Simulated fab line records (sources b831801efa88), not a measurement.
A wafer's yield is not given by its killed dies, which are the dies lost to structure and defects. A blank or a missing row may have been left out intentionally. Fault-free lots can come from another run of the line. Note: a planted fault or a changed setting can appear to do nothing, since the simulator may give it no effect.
The tool behind it: which one?    flow gf180mcu    24 lots, 72 wafers sampled, at 5 steps of a route of 602

## WHAT THE GAUGES SHOWED, per wafer
GF_M1_THK_MEAS_06: measures by xrf. Usual: M1_ALCU_THK gives 445 nm (standard deviation 5.9).
lot   measured      on            M1_ALCU_THK (nm)  flag
L074  day 16 01:56  filmMetro-01  446 442 444       
L075  day 17 04:04  filmMetro-02  445 430 430       
L077  day 17 12:38  filmMetro-01  464 462 453       
L076  day 17 15:38  filmMetro-01  450 446 451       
L078  day 17 23:37  filmMetro-02  450 444 438       
L079  day 18 10:02  filmMetro-04  435 441 446       
L080  day 18 11:23  filmMetro-02  452 455 442       
L081  day 19 01:29  filmMetro-02  445 443 441       
L082  day 19 10:10  filmMetro-04  446 441 444       
L083  day 19 23:17  filmMetro-04  440 427 438       
L084  day 20 00:50  filmMetro-02  445 441 438       
L085  day 20 11:14  filmMetro-04  445 445 454       
L086  day 20 14:05  filmMetro-01  444 439 443       
L087  day 20 22:33  filmMetro-04  443 448 448       
L088  day 21 07:14  filmMetro-01  448 448 439       
L089  day 21 16:47  filmMetro-01  451 440 445       
L090  day 21 23:37  filmMetro-01  442 441 446       
L091  day 22 05:32  filmMetro-04  445 452 450       
L092  day 22 20:10  filmMetro-02  447 458 446       
L093  day 23 01:24  filmMetro-04  442 444 449       
L094  day 23 12:44  filmMetro-02  452 448 447       
L095  day 23 19:19  filmMetro-01  442 451 453       
L096  day 23 23:15  filmMetro-01  446 447 448       
L097  day 24 05:13  filmMetro-01  444 447 450       

GF_V3_BOW_MEAS_05. Usual: V3_BOW gives 120 um (standard deviation 8.7).
lot   measured      on            V3_BOW (um)  flag
L074  day 21 08:29  filmMetro-03  117 128 120  
L075  day 22 10:26  filmMetro-04  122 129 120  
L077  day 22 17:46  filmMetro-04  111 119 120  
L076  day 22 22:23  filmMetro-02  106 117 108  
L078  day 23 04:49  filmMetro-04  121 113 118  
L079  day 23 16:17  filmMetro-04  132 116 131  
L080  day 23 18:10  filmMetro-03  116 115 106  
L081  day 24 06:27  filmMetro-02  120 111 121  
L082  day 24 14:22  filmMetro-03  121 126 120  
L083  day 25 02:33  filmMetro-02  112 126 113  
L084  day 25 03:43  filmMetro-02  134 124 118  
L085  day 25 12:05  filmMetro-02  105 110 118  
L086  day 25 15:11  filmMetro-02  97 101 103   
L087  day 25 21:58  filmMetro-04  128 132 111  
L088  day 26 07:10  filmMetro-04  111 107 104  
L089  day 26 15:17  filmMetro-03  126 123 122  
L090  day 26 19:41  filmMetro-03  92 127 139   
L091  day 27 02:21  filmMetro-02  107 122 115  
L092  day 27 14:35  filmMetro-04  130 129 134  
L093  day 27 18:43  filmMetro-02  135 123 123  
L094  day 28 03:47  filmMetro-02  117 121 123  
L095  day 28 12:29  filmMetro-02  123 120 112  
L096  day 28 14:35  filmMetro-04  128 120 127  
L097  day 28 19:27  filmMetro-04  122 127 123  

GF_M4_THK_MEAS_06: measures by xrf. Usual: M4_ALCU_THK gives 447 nm (standard deviation 5.1).
lot   measured      on            M4_ALCU_THK (nm)  flag
L074  day 22 10:18  filmMetro-04  449 454 456       
L075  day 23 11:15  filmMetro-04  448 447 446       
L077  day 23 19:03  filmMetro-03  437 443 438       
L076  day 23 23:20  filmMetro-04  447 452 443       
L078  day 24 05:31  filmMetro-01  439 451 448       
L079  day 24 16:09  filmMetro-03  436 439 443       
L080  day 24 17:43  filmMetro-03  442 448 440       
L081  day 25 06:31  filmMetro-03  448 454 448       
L082  day 25 13:46  filmMetro-04  440 444 437       
L083  day 26 01:49  filmMetro-03  444 446 446       
L084  day 26 02:44  filmMetro-04  444 451 451       
L085  day 26 10:59  filmMetro-04  446 443 448       
L086  day 26 13:59  filmMetro-03  455 454 452       
L087  day 26 20:43  filmMetro-03  441 439 433       
L088  day 27 05:08  filmMetro-04  457 454 451       
L089  day 27 13:28  filmMetro-03  445 443 441       
L090  day 27 18:20  filmMetro-03  447 436 443       
L091  day 27 23:41  filmMetro-03  445 453 453       
L092  day 28 12:24  filmMetro-04  448 446 448       
L093  day 28 16:53  filmMetro-01  442 451 452       
L094  day 29 00:43  filmMetro-01  450 455 448       
L095  day 29 09:44  filmMetro-04  454 448 447       
L096  day 29 11:55  filmMetro-01  448 442 444       
L097  day 29 15:54  filmMetro-03  444 441 441       

GF_V4_CD_MEAS_14: the cd target is 260 nm. Usual: cdNm at 260.6 nm, with a standard deviation of 1.2.
lot   measured      on        cdNm (nm)          flag
L074  day 24 08:11  cdSem-02  260.5 261.9 261.4  
L075  day 25 08:41  cdSem-02  259.5 258.2 260.4  
L077  day 25 16:25  cdSem-02  260.7 261.0 260.7  
L076  day 25 19:33  cdSem-01  260.5 261.0 261.9  
L078  day 26 01:35  cdSem-01  262.2 262.2 262.2  
L079  day 26 11:47  cdSem-01  257.7 259.3 258.7  
L080  day 26 13:19  cdSem-01  259.2 258.9 259.2  
L081  day 27 02:05  cdSem-01  261.2 261.8 261.3  
L082  day 27 08:36  cdSem-01  261.4 261.3 260.3  
L083  day 27 19:11  cdSem-01  261.3 261.0 261.0  
L084  day 27 20:17  cdSem-01  260.1 260.1 260.9  
L085  day 28 04:20  cdSem-02  260.1 258.1 260.6  
L086  day 28 07:14  cdSem-01  259.1 258.9 259.1  
L087  day 28 13:26  cdSem-01  260.6 261.7 260.0  
L088  day 28 22:31  cdSem-02  262.4 262.0 262.6  
L089  day 29 05:41  cdSem-02  260.8 261.4 261.4  
L090  day 29 10:47  cdSem-01  258.6 258.9 260.1  
L091  day 29 16:44  cdSem-01  260.6 261.6 262.1  
L092  day 30 03:59  cdSem-02  260.0 261.1 260.1  
L093  day 30 07:37  cdSem-02  259.7 260.2 259.8  
L094  day 30 15:19  cdSem-02  260.6 259.4 259.8  
L095  day 30 23:41  cdSem-02  259.9 259.4 259.9  
L096  day 31 02:04  cdSem-01  261.5 261.6 261.4  
L097  day 31 06:03  cdSem-02  261.1 261.5 258.9  

## WHAT TOOL EACH LOT RAN ON (gives the tool, then ch and the chambers of the sampled wafers, and finally the start)
lot   GF_V2_CMP_04
L074  cmp-02 ch 0,1,3, day 19 04:31
L075  cmp-02 ch 0,2,3, day 20 07:49
L077  cmp-02 ch 0,1,2, day 20 15:50
L076  cmp-02 ch 2,3, day 20 20:23
L078  cmp-02 ch 0,2,3, day 21 03:04
L079  cmp-01 ch 2,3, day 21 13:58
L080  cmp-02 ch 1,3, day 21 15:32
L081  cmp-01 ch 1,2,3, day 22 05:58
L082  cmp-01 ch 1,2,3, day 22 14:44
L083  cmp-02 ch 0,3, day 23 01:46
L084  cmp-01 ch 0,2,3, day 23 03:53
L085  cmp-01 ch 0,2,3, day 23 13:23
L086  cmp-01 ch 0,1,3, day 23 16:11
L087  cmp-01 ch 1,2,3, day 24 00:22
L088  cmp-01 ch 0,1,3, day 24 08:36
L089  cmp-01 ch 1,3, day 24 17:19
L090  cmp-01 ch 1,3, day 24 22:43
L091  cmp-01 ch 0,2,3, day 25 05:07
L092  cmp-01 ch 1,2,3, day 25 18:44
L093  cmp-01 ch 0,1,2, day 25 21:24
L094  cmp-02 ch 1,3, day 26 08:38
L095  cmp-01 ch 0,2,3, day 26 15:49
L096  cmp-01 ch 0,1,2, day 26 19:18
L097  cmp-01 ch 0,1,2, day 27 00:05
- GF_V2_CMP_04: polishes SiO2.

## AS READ BY THE TOOLS THEMSELVES (means over the sampled wafers that have a number; for cases with no such wafer, the mark the record gives instead)
GF_V2_CMP_04. Usual: motorCurrentA 11.7 A, standard deviation 1.2; timeToEndpointS 80 s, standard deviation 5.5.
lot   tool    motorCurrentA (A)  timeToEndpointS (s)  flag
L074  cmp-02  10.9               85                   
L075  cmp-02  11.2               86                   
L077  cmp-02  11.3               82                   
L076  cmp-02  11.7               83                   
L078  cmp-02  10.9               79                   
L079  cmp-01  10.8               82                   
L080  cmp-02  11.4               71                   
L081  cmp-01  12.2               85                   
L082  cmp-01  11.8               76                   
L083  cmp-02  10.7               78                   
L084  cmp-01  11.1               75                   
L085  cmp-01  10.9               79                   
L086  cmp-01  12.2               82                   
L087  cmp-01  11.7               77                   
L088  cmp-01  12.3               79                   
L089  cmp-01  12.3               80                   
L090  cmp-01  13.0               77                   
L091  cmp-01  11.2               83                   
L092  cmp-01  12.0               75                   
L093  cmp-01  11.9               81                   
L094  cmp-02  11.2               82                   
L095  cmp-01  11.5               85                   
L096  cmp-01  12.5               80                   
L097  cmp-01  12.0               77                   

## THE ANSWER, worked out from the rows above alone
Rule: a lot counts as off when the mean over its wafers that have a number is more than 3 standard deviations away from the usual mean. A lot without any number at a reading at which 4 lots or more have one is off too. All remaining lots with rows at the step are treated as sound. Order of review: gauges by route order, followed by the tools' own readings, for which a lot's mean as printed above is used. At the first step where some lot is off, the reading lying furthest off is the one used; lots without a number count as furthest.
Across all readings shown, no lot is off: no conclusion can be drawn from this.

## WHAT THE SIMULATOR HAD INSERTED
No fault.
